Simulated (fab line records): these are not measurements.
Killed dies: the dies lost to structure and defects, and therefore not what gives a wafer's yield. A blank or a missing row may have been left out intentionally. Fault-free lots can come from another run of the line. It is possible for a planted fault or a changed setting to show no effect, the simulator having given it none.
fab line records	flow sky130
[record] lots = 24	wafers = 72	last_day = 50
route steps=708 shown CONTACT@431 METAL1@437 CAPM@549 VIA3@575
lots that met no fault: from a run of the same line without faults
start_h: start of the lot's first displayed wafer, in hours after the record's first day	wait_h: time in hours since the lot's previous step	" same as the row above	L1.1+2: several wafers, shown together as one row	- value missing, or start not given	* or withheld: withheld	< > ~ a bound
route shown NAME@n: NAME is a module with steps in the file, n the number in the route of the first one	usual: mean and standard deviation over wafers with no fault	same: alike in all rows	chamber/n: place in a boat	sites: each site's reading	_std_site: their standard deviation	_edge_site: mean of outer sites minus mean of inner sites	radius_mm: for every site, how far away it sits from the centre of the wafer	mask NAME#n: copy n	behind: tool/chamber where the wafer was last shaped	hold: what put the lot on hold/how long, in hours/how the hold closed	device: the n, p or np transistor that did not switch	end of line: tests of these same wafers at the route's end	a step given without rows: its recipe and nothing more	killed: the dies lost at the first sort to structure and to defects; this is not the yield of the wafer	map: a wafer's dies, x killed, . not, _ none there
set.NAME: the setting that was run; set.NAME@STEP: the one run at that earlier step	model.NAME: the simulator's own value behind a step, which no gauge read
one table for each step of the route and one row for each wafer, over a sample of lots
services: when a tool's chamber went out of use (start_h, in hours from the record's first day, below 0 if earlier), for how many hours, and the reason
[[steps]]
[step SKY_CONTACT_RS_MEAS_25]
[recipe] thk_meas_gauge = four-point-probe	reads = W_of_CONTACT_CVD_24+TiN_of_CONTACT_SPUTTER_23
[usual] CONTACT_W_RS = 0.340/0.0034
lot.wafer	tool	chamber	start_h	wait_h	CONTACT_W_RS[ohm/sq]
L074.1	film_metro-01	-	714.61	0.1	0.337
L074.3	"	-	"	"	0.339
L074.5	"	-	"	"	0.337
L075.4	film_metro-04	-	728.37	0.1	0.347
L075.5	"	-	"	"	0.342
L075.6	"	-	"	"	0.341
L076.2	film_metro-01	-	737.74	0.1	0.339
L076.4	"	-	"	"	0.337
L076.5	"	-	"	"	0.341
L077.2	film_metro-03	-	749.13	0.1	0.339
L077.3	"	-	"	"	0.342
L077.6	"	-	"	"	0.340
L078.1	film_metro-03	-	765.03	0.1	0.342
L078.2	"	-	"	"	0.343
L078.3	"	-	"	"	0.339
L079.3	film_metro-04	-	778.16	0.1	0.330
L079.4	"	-	"	"	0.336
L079.6	"	-	"	"	0.333
L080.2	film_metro-04	-	784.02	0.1	0.338
L080.3	"	-	"	"	0.340
L080.4	"	-	"	"	0.334
L081.1	film_metro-04	-	788.10	0.1	0.336
L081.5	"	-	"	"	0.340
L081.6	"	-	"	"	0.340
L082.1	film_metro-04	-	803.09	0.1	0.338
L082.2	"	-	"	"	0.337
L082.5	"	-	"	"	0.340
L084.3	film_metro-03	-	809.33	0.1	0.337
L084.5	"	-	"	"	0.341
L084.6	"	-	"	"	0.337
L083.1	film_metro-03	-	810.97	0.1	0.340
L083.3	"	-	"	"	0.340
L083.5	"	-	"	"	0.343
L085.3	film_metro-04	-	813.64	0.1	0.340
L085.4	"	-	"	"	0.343
L085.6	"	-	"	"	0.339
L086.1	film_metro-01	-	822.92	0.1	0.344
L086.3	"	-	"	"	0.341
L086.4	"	-	"	"	0.348
L087.3	film_metro-03	-	831.86	0.1	0.339
L087.4	"	-	"	"	0.343
L087.6	"	-	"	"	0.344
L088.1	film_metro-04	-	836.18	0.1	0.342
L088.2	"	-	"	"	0.343
L088.4	"	-	"	"	0.341
L090.3	film_metro-04	-	870.01	0.1	0.341
L090.5	"	-	"	"	0.342
L090.6	"	-	"	"	0.344
L091.2	film_metro-01	-	870.03	0.1	0.342
L091.4	"	-	"	"	0.341
L091.5	"	-	"	"	0.339
L089.2	film_metro-03	-	870.12	0.1	0.342
L089.4	"	-	"	"	0.341
L089.5	"	-	"	"	0.342
L092.4	film_metro-03	-	871.95	0.1	0.344
L092.5	"	-	"	"	0.342
L092.6	"	-	"	"	0.350
L093.1	film_metro-01	-	881.12	0.1	0.338
L093.5	"	-	"	"	0.334
L093.6	"	-	"	"	0.344
L094.3	film_metro-01	-	898.17	0.1	0.344
L094.4	"	-	"	"	0.343
L094.5	"	-	"	"	0.343
L096.1	film_metro-01	-	914.94	0.1	0.333
L096.3	"	-	"	"	0.338
L096.6	"	-	"	"	0.333
L095.1	film_metro-04	-	915.29	0.1	0.343
L095.3	"	-	"	"	0.343
L095.6	"	-	"	"	0.339
L097.1	film_metro-03	-	919.87	0.1	0.339
L097.2	"	-	"	"	0.343
L097.3	"	-	"	"	0.342
[step SKY_METAL1_SPUTTER_03]
[recipe] material = Ti	target_thk_nm = 5	power_w = 3000	time_s = 3.3	chamber_pressure_pa = 0.4
[usual] throttle_valve_pct = 30.0/1.3
lot.wafer	tool	chamber	start_h	wait_h	throttle_valve_pct
L074.1	pvd_sputter-04	-	715.17	0.0	29.4
L074.3	"	-	"	"	32.2
L074.5	"	-	"	"	32.2
L075.4	pvd_sputter-02	-	728.86	0.0	30.2
L075.5	"	-	"	"	28.3
L075.6	"	-	"	"	30.0
L076.2	pvd_sputter-04	-	738.27	0.0	32.0
L076.4	"	-	"	"	32.1
L076.5	"	-	"	"	29.5
L077.2	pvd_sputter-03	-	749.66	0.0	30.8
L077.3	"	-	"	"	29.7
L077.6	"	-	"	"	29.9
L078.1	pvd_sputter-04	-	765.58	0.0	32.2
L078.2	"	-	"	"	29.4
L078.3	"	-	"	"	32.2
L079.3	pvd_sputter-03	-	778.67	0.0	30.0
L079.4	"	-	"	"	28.4
L079.6	"	-	"	"	30.2
L080.2	pvd_sputter-03	-	784.56	0.0	29.3
L080.3	"	-	"	"	31.0
L080.4	"	-	"	"	28.7
L081.1	pvd_sputter-03	-	788.65	0.0	30.7
L081.5	"	-	"	"	31.0
L081.6	"	-	"	"	28.5
L082.1	pvd_sputter-04	-	803.64	0.0	29.3
L082.2	"	-	"	"	32.0
L082.5	"	-	"	"	28.5
L084.3	pvd_sputter-02	-	809.84	0.0	30.4
L084.5	"	-	"	"	30.1
L084.6	"	-	"	"	29.4
L083.1	pvd_sputter-04	-	811.52	0.0	28.5
L083.3	"	-	"	"	32.0
L083.5	"	-	"	"	29.4
L085.3	pvd_sputter-04	-	814.15	0.0	31.8
L085.4	"	-	"	"	28.5
L085.6	"	-	"	"	32.4
L086.1	pvd_sputter-02	-	823.47	0.0	28.5
L086.3	"	-	"	"	30.0
L086.4	"	-	"	"	30.0
L087.3	pvd_sputter-02	-	832.38	0.0	29.3
L087.4	"	-	"	"	27.9
L087.6	"	-	"	"	29.3
L088.1	pvd_sputter-02	-	836.73	0.0	29.3
L088.2	"	-	"	"	30.0
L088.4	"	-	"	"	30.1
L090.3	pvd_sputter-04	-	870.52	0.0	29.4
L090.5	"	-	"	"	32.3
L090.6	"	-	"	"	28.8
L091.2	pvd_sputter-03	-	870.56	0.0	29.6
L091.4	"	-	"	"	30.1
L091.5	"	-	"	"	30.0
L089.2	pvd_sputter-02	-	870.82	0.0	30.3
L089.4	"	-	"	"	30.0
L089.5	"	-	"	"	29.3
L092.4	pvd_sputter-02	-	872.45	0.0	29.3
L092.5	"	-	"	"	30.3
L092.6	"	-	"	"	28.2
L093.1	pvd_sputter-04	-	881.67	0.0	29.4
L093.5	"	-	"	"	28.4
L093.6	"	-	"	"	29.4
L094.3	pvd_sputter-02	-	898.68	0.0	28.4
L094.4	"	-	"	"	29.9
L094.5	"	-	"	"	29.1
L096.1	pvd_sputter-02	-	915.52	0.0	29.2
L096.3	"	-	"	"	30.1
L096.6	"	-	"	"	29.3
L095.1	pvd_sputter-04	-	916.12	0.0	32.1
L095.3	"	-	"	"	28.5
L095.6	"	-	"	"	32.1
L097.1	pvd_sputter-03	-	920.42	0.0	30.1
L097.2	"	-	"	"	29.5
L097.3	"	-	"	"	28.5
[step SKY_CAPM_OVL_MEAS_12]
[usual] CAPM_OVL = -0.6/1.8
lot.wafer	tool	chamber	start_h	wait_h	CAPM_OVL[nm]
L074.1	overlay-02	-	854.24	0.1	1.3
L074.3	"	-	"	"	2.2
L074.5	"	-	"	"	2.4
L075.4	overlay-02	-	867.53	0.1	-1.6
L075.5	"	-	"	"	-0.1
L075.6	"	-	"	"	0.3
L076.2	overlay-02	-	875.62	0.1	0.7
L076.4	"	-	"	"	0.3
L076.5	"	-	"	"	0.5
L077.2	overlay-01	-	888.92	0.1	-2.1
L077.3	"	-	"	"	-2.9
L077.6	"	-	"	"	-2.8
L078.1	overlay-01	-	902.32	0.1	-2.9
L078.2	"	-	"	"	-0.7
L078.3	"	-	"	"	-1.1
L079.3	overlay-02	-	916.55	0.1	0.3
L079.4	"	-	"	"	-0.6
L079.6	"	-	"	"	-0.1
L080.2	overlay-02	-	920.49	0.1	-3.0
L080.3	"	-	"	"	-3.0
L080.4	"	-	"	"	-1.9
L081.1	overlay-02	-	928.56	0.1	1.2
L081.5	"	-	"	"	1.8
L081.6	"	-	"	"	1.9
L082.1	overlay-02	-	936.49	0.1	1.7
L082.2	"	-	"	"	3.7
L082.5	"	-	"	"	4.6
L084.3	overlay-02	-	943.53	0.1	-0.5
L084.5	"	-	"	"	-0.8
L084.6	"	-	"	"	-0.9
L083.1	overlay-01	-	945.96	0.1	-1.1
L083.3	"	-	"	"	-3.4
L083.5	"	-	"	"	-1.6
L085.3	overlay-02	-	946.48	0.1	3.6
L085.4	"	-	"	"	1.7
L085.6	"	-	"	"	0.4
L086.1	overlay-02	-	956.39	0.1	0.4
L086.3	"	-	"	"	-0.2
L086.4	"	-	"	"	0.1
L087.3	overlay-01	-	963.65	0.1	-2.6
L087.4	"	-	"	"	-1.8
L087.6	"	-	"	"	-2.0
L088.1	overlay-01	-	970.02	0.1	2.0
L088.2	"	-	"	"	0.2
L088.4	"	-	"	"	1.3
L090.3	overlay-02	-	998.53	0.1	-1.2
L090.5	"	-	"	"	0.0
L090.6	"	-	"	"	-0.9
L091.2	overlay-01	-	998.78	0.1	-1.0
L091.4	"	-	"	"	-1.2
L091.5	"	-	"	"	0.3
L089.2	overlay-01	-	999.08	0.1	-2.8
L089.4	"	-	"	"	-2.7
L089.5	"	-	"	"	-1.2
L092.4	overlay-02	-	999.63	0.1	0.5
L092.5	"	-	"	"	0.4
L092.6	"	-	"	"	-1.4
L093.1	overlay-01	-	1009.14	0.1	-1.2
L093.5	"	-	"	"	-0.7
L093.6	"	-	"	"	0.9
L094.3	overlay-02	-	1024.40	0.1	-0.6
L094.4	"	-	"	"	-0.2
L094.5	"	-	"	"	-2.2
L096.1	overlay-01	-	1039.69	0.1	-1.7
L096.3	"	-	"	"	-1.1
L096.6	"	-	"	"	-1.1
L095.1	overlay-02	-	1040.26	0.1	0.2
L095.3	"	-	"	"	1.1
L095.6	"	-	"	"	-0.7
L097.1	overlay-01	-	1045.16	0.1	-5.2
L097.2	"	-	"	"	-5.1
L097.3	"	-	"	"	-4.6
[step SKY_VIA3_CMP_02]
[recipe] material = SiO2	down_force_psi = 4	platen_rpm = 60	pad_velocity_m_s = 0.94248
[usual] motor_current_A = 11.4/1.2	platen_rpm = 60.00/0.04
lot.wafer	tool	chamber	start_h	wait_h	motor_current_A	platen_rpm
L074.1	cmp-01	3	882.71	0.1	11.0	59.95
L074.3	"	0	"	"	12.0	60.01
L074.5	"	3	"	"	11.7	59.99
L075.4	cmp-01	2	895.31	0.2	12.0	60.04
L075.6	"	3	"	"	11.0	60.00
L075.5	"	0	"	"	11.0	59.96
L076.2	cmp-02	0	903.21	0.0	12.6	59.92
L076.4	"	2	"	"	9.8	59.96
L076.5	"	0	"	"	13.2	60.03
L077.2	cmp-01	3	915.55	0.2	11.4	59.96
L077.3	"	0	"	"	11.3	59.98
L077.6	"	1	"	"	9.3	60.08
L078.3	cmp-02	2	929.10	0.0	10.2	60.00
L078.1	"	3	"	"	11.9	59.94
L078.2	"	1	"	"	10.9	59.97
L079.3	cmp-01	3	943.20	0.0	11.1	60.05
L079.4	"	0	"	"	12.0	59.97
L079.6	"	0	"	"	10.9	60.00
L080.2	cmp-02	0	946.65	0.1	12.4	59.92
L080.4	"	1	"	"	11.2	59.99
L080.3	"	3	"	"	11.7	60.02
L081.1	cmp-02	2	954.94	0.1	9.9	59.99
L081.5	"	1	"	"	11.5	59.96
L081.6	"	2	"	"	10.0	60.01
L082.2	cmp-01	2	962.35	0.1	11.9	60.07
L082.1	"	3	"	"	12.1	60.04
L082.5	"	2	"	"	12.4	60.02
L084.3	cmp-02	2	970.55	0.1	9.3	59.99
L084.5	"	0	"	"	13.3	60.00
L084.6	"	1	"	"	12.0	60.06
L083.1	cmp-02	0	973.10	0.2	13.2	60.02
L083.3	"	3	"	"	11.7	59.99
L083.5	"	0	"	"	13.9	60.00
L085.3	cmp-01	1	973.38	0.0	9.0	60.03
L085.4	"	0	"	"	10.9	59.98
L085.6	"	1	"	"	9.6	59.93
L086.3	cmp-02	3	982.72	0.0	11.3	60.02
L086.4	"	0	"	"	13.4	60.03
L086.1	"	2	"	"	9.8	59.99
L087.4	cmp-02	2	989.10	0.0	10.1	60.00
L087.3	"	1	"	"	12.1	59.92
L087.6	"	3	"	"	11.2	59.98
L088.1	cmp-02	2	995.21	0.1	10.2	60.03
L088.2	"	3	"	"	11.8	60.00
L088.4	"	0	"	"	13.7	59.99
L090.3	cmp-01	2	1023.37	0.2	12.3	59.91
L090.6	"	3	"	"	10.9	59.90
L090.5	"	0	"	"	11.3	59.99
L091.4	cmp-02	3	1023.95	0.0	12.0	60.04
L091.2	"	2	"	"	10.0	59.95
L091.5	"	3	"	"	11.3	60.00
L089.4	cmp-02	2	1024.30	0.1	10.2	60.04
L089.2	"	0	"	"	13.9	60.06
L089.5	"	1	"	"	11.8	60.03
L092.4	cmp-02	0	1024.65	0.3	13.4	60.02
L092.5	"	2	"	"	10.0	60.05
L092.6	"	3	"	"	11.7	60.01
L093.1	cmp-02	2	1033.13	0.2	10.0	60.01
L093.6	"	3	"	"	12.3	59.99
L093.5	"	0	"	"	12.9	59.96
L094.3	cmp-01	0	1048.72	0.3	11.2	59.96
L094.4	"	2	"	"	11.8	60.03
L094.5	"	3	"	"	11.3	60.00
L096.1	cmp-02	2	1063.27	0.1	9.5	59.99
L096.3	"	3	"	"	10.9	60.01
L096.6	"	0	"	"	13.4	60.01
L095.3	cmp-01	0	1064.48	0.3	11.6	60.03
L095.1	"	2	"	"	11.9	59.97
L095.6	"	1	"	"	9.4	59.91
L097.2	cmp-01	2	1068.33	0.0	12.1	60.00
L097.1	"	0	"	"	11.9	60.02
L097.3	"	1	"	"	9.4	60.04
[step SKY_VIA3_CVD_21]
[recipe] material = W	target_thk_nm = 390	time_s = 117.31	temp_c = 400	pressure_torr = 40
[usual] heater_power_outer_w = 476/15	heater_power_w = 777/17
lot.wafer	tool	chamber	start_h	wait_h	heater_power_outer_w	heater_power_w
L074.1	cvd_w-01	1	909.21	0.0	455	747
L074.3	"	0	"	"	497	760
L074.5	"	1	"	"	467	767
L075.4	cvd_w-01	0	921.55	0.1	509	773
L075.5	"	1	"	"	456	762
L075.6	"	0	"	"	496	778
L076.2	cvd_w-02	0	929.18	0.0	469	785
L076.4	"	1	"	"	472	793
L076.5	"	1	"	"	480	767
L077.2	cvd_w-01	1	939.95	0.0	465	772
L077.3	"	1	"	"	460	777
L077.6	"	1	"	"	453	753
L078.1	cvd_w-02	0	954.74	0.0	466	792
L078.2	"	1	"	"	469	790
L078.3	"	1	"	"	470	763
L079.3	cvd_w-02	0	969.23	0.1	463	806
L079.4	"	1	"	"	485	764
L079.6	"	0	"	"	462	808
L080.2	cvd_w-02	0	972.65	0.0	461	793
L080.3	"	0	"	"	456	790
L080.4	"	1	"	"	477	799
L081.1	cvd_w-02	1	979.78	0.0	479	786
L081.5	"	1	"	"	477	761
L081.6	"	0	"	"	481	797
L082.1	cvd_w-01	1	987.48	0.0	461	763
L082.2	"	0	"	"	503	767
L082.5	"	0	"	"	497	752
L084.3	cvd_w-01	1	995.24	0.1	456	783
L084.5	"	1	"	"	473	787
L084.6	"	1	"	"	465	765
L083.1	cvd_w-02	1	997.58	0.0	462	754
L083.3	"	0	"	"	474	787
L083.5	"	1	"	"	478	783
L085.3	cvd_w-01	1	998.01	0.1	459	766
L085.4	"	1	"	"	474	768
L085.6	"	1	"	"	453	754
L086.1	cvd_w-01	1	1007.71	0.0	470	752
L086.3	"	1	"	"	463	758
L086.4	"	1	"	"	476	777
L087.3	cvd_w-02	0	1012.82	0.1	469	818
L087.4	"	1	"	"	479	782
L087.6	"	0	"	"	471	797
L088.1	cvd_w-02	0	1019.06	0.0	463	793
L088.2	"	1	"	"	470	777
L088.4	"	0	"	"	461	801
L090.3	cvd_w-01	0	1046.86	0.1	500	772
L090.5	"	1	"	"	474	760
L090.6	"	0	"	"	492	771
L091.2	cvd_w-02	0	1047.42	0.0	482	797
L091.4	"	1	"	"	469	798
L091.5	"	0	"	"	477	792
L089.2	cvd_w-01	0	1047.52	0.0	509	762
L089.4	"	0	"	"	505	791
L089.5	"	1	"	"	469	760
L092.4	cvd_w-02	1	1047.87	0.1	478	773
L092.5	"	0	"	"	474	800
L092.6	"	1	"	"	477	788
L093.1	cvd_w-01	0	1056.08	0.0	496	776
L093.5	"	0	"	"	503	766
L093.6	"	1	"	"	474	778
L094.3	cvd_w-01	1	1071.38	0.1	468	759
L094.4	"	0	"	"	502	769
L094.5	"	1	"	"	475	767
L096.1	cvd_w-02	1	1085.38	0.0	470	780
L096.3	"	1	"	"	469	774
L096.6	"	1	"	"	482	757
L095.1	cvd_w-01	0	1086.19	0.0	507	764
L095.3	"	1	"	"	456	770
L095.6	"	0	"	"	502	768
L097.1	cvd_w-01	1	1090.20	0.0	467	785
L097.2	"	0	"	"	502	783
L097.3	"	0	"	"	500	771
[step SKY_VIA3_CMP_24]
[recipe] stop_on = SiO2	t_overpolish_s = 20	down_force_psi = 3.5	platen_rpm = 60	target_thk_nm = 0	pad_velocity_m_s = 0.94248
[usual] motor_current_A = 10.3/1.1	overpolish_run_s = 20.001/0.0093	platen_rpm = 60.00/0.044	time_to_endpoint_s = 96/4.4
lot.wafer	tool	chamber	start_h	wait_h	motor_current_A	overpolish_run_s	platen_rpm	time_to_endpoint_s
L074.1	cmp-01	2	909.52	0.1	11.5	20.010	59.96	99
L074.3	"	1	"	"	8.7	19.984	59.97	90
L074.5	"	3	"	"	10.4	20.008	60.00	90
L075.4	cmp-01	0	921.82	0.0	10.8	19.997	60.14	93
L075.6	"	0	"	"	10.9	20.024	59.96	91
L075.5	"	1	"	"	8.4	20.004	60.02	93
L076.4	cmp-01	2	929.58	0.1	11.6	20.008	59.92	98
L076.2	"	3	"	"	10.2	19.994	59.97	87
L076.5	"	1	"	"	8.6	20.008	59.99	89
L077.2	cmp-02	0	940.26	0.0	12.5	19.995	59.96	96
L077.3	"	1	"	"	10.5	20.013	60.06	93
L077.6	"	1	"	"	10.5	20.011	60.08	95
L078.3	cmp-01	1	955.04	0.0	8.6	20.001	59.98	93
L078.2	"	2	"	"	10.9	19.999	59.96	104
L078.1	"	0	"	"	10.4	19.992	59.93	95
L079.3	cmp-02	3	969.49	0.0	10.2	20.011	60.02	93
L079.4	"	1	"	"	10.4	20.004	60.00	93
L079.6	"	0	"	"	11.9	19.997	60.04	95
L080.4	cmp-01	0	972.96	0.0	9.6	20.009	60.07	92
L080.2	"	1	"	"	8.6	19.995	59.99	90
L080.3	"	3	"	"	9.8	19.993	60.01	93
L081.1	cmp-01	1	980.18	0.1	9.0	20.008	59.97	91
L081.6	"	3	"	"	9.9	20.001	60.02	88
L081.5	"	0	"	"	10.6	19.998	59.98	91
L082.2	cmp-01	2	987.78	0.0	11.0	20.005	60.11	103
L082.1	"	1	"	"	8.5	20.014	59.93	89
L082.5	"	2	"	"	10.8	20.019	59.96	102
L084.3	cmp-01	1	995.63	0.1	9.0	20.009	60.04	94
L084.6	"	0	"	"	11.0	19.988	59.94	97
L084.5	"	1	"	"	8.3	20.002	60.02	94
L083.3	cmp-02	1	997.88	0.0	10.6	20.008	60.04	97
L083.1	"	2	"	"	9.2	19.995	60.02	96
L083.5	"	1	"	"	10.3	20.003	59.95	94
L085.4	cmp-01	0	998.36	0.0	10.5	20.010	59.94	99
L085.3	"	2	"	"	10.9	20.000	59.96	105
L085.6	"	1	"	"	8.8	20.000	59.90	94
L086.4	cmp-01	0	1008.37	0.3	10.5	20.002	59.98	95
L086.1	"	1	"	"	8.6	19.984	60.06	92
L086.3	"	2	"	"	11.1	19.993	60.08	101
L087.3	cmp-01	2	1013.13	0.1	10.9	19.994	59.99	100
L087.4	"	3	"	"	10.5	20.013	60.00	93
L087.6	"	1	"	"	9.0	20.003	60.07	91
L088.1	cmp-01	0	1019.54	0.2	10.9	19.985	60.00	96
L088.2	"	1	"	"	8.4	20.012	60.03	94
L088.4	"	3	"	"	10.4	19.996	60.01	95
L090.3	cmp-01	0	1047.23	0.1	10.7	19.998	59.97	99
L090.5	"	2	"	"	11.4	20.014	59.98	108
L090.6	"	3	"	"	9.5	20.000	60.01	95
L091.4	cmp-02	1	1047.73	0.0	10.5	19.994	60.06	94
L091.2	"	0	"	"	12.1	20.004	60.03	102
L091.5	"	2	"	"	8.8	19.995	60.01	101
L089.2	cmp-01	0	1047.92	0.1	10.6	19.987	60.05	97
L089.4	"	1	"	"	8.6	19.996	60.06	94
L089.5	"	0	"	"	10.4	19.993	60.07	96
L092.4	cmp-02	1	1048.24	0.1	9.8	20.021	59.95	93
L092.6	"	3	"	"	10.3	20.005	60.02	90
L092.5	"	0	"	"	12.5	20.002	60.00	97
L093.1	cmp-01	0	1056.38	0.1	10.8	20.009	59.95	99
L093.5	"	0	"	"	10.9	20.007	59.98	97
L093.6	"	1	"	"	9.0	20.001	59.98	93
L094.4	cmp-02	0	1071.66	0.0	12.3	20.003	59.98	100
L094.3	"	3	"	"	10.5	19.996	59.99	95
L094.5	"	1	"	"	11.3	20.008	59.95	95
L096.3	cmp-02	1	1085.73	0.1	10.6	20.012	59.91	93
L096.1	"	3	"	"	9.8	20.008	59.96	91
L096.6	"	1	"	"	10.0	20.004	59.95	93
L095.1	cmp-02	2	1086.58	0.1	8.8	19.992	60.02	98
L095.3	"	3	"	"	10.3	20.007	59.99	94
L095.6	"	2	"	"	8.5	19.996	60.07	101
L097.2	cmp-01	3	1090.50	0.0	10.5	19.990	59.96	90
L097.3	"	1	"	"	8.8	19.994	60.03	91
L097.1	"	2	"	"	11.6	20.010	60.06	100
[[services]]
tool	chamber	start_h	hours	kind
cvd_w-02	-	691.29	28.1	pm
cvd_w-01	1	695.64	7.8	repair
cvd_w-02	-	719.39	2.8	pm
cmp-02	-	739.20	0.3	repair
cvd_w-01	-	742.97	2.0	repair
cmp-01	-	744.00	4.0	pm
cmp-02	-	784.14	1.8	repair
cmp-01	-	803.57	4.6	pm
cvd_w-01	-	803.76	2.8	pm
cmp-01	-	837.78	0.2	repair
cmp-02	-	839.70	5.7	repair
cmp-02	-	886.02	1.9	repair
cmp-02	-	888.00	4.4	pm
cmp-01	-	895.76	5.4	pm
cmp-02	-	912.00	4.0	pm
cvd_w-01	-	932.22	0.8	repair
cmp-02	-	935.57	1.6	repair
cmp-02	-	966.22	1.9	repair
cvd_w-01	-	972.21	6.0	pm
cvd_w-01	0	992.63	18.6	repair
cmp-01	-	1014.24	1.1	repair
cmp-02	-	1018.10	4.3	pm
cmp-01	-	1023.64	3.4	repair
cmp-01	-	1084.08	4.0	pm
[[key]]
fault none
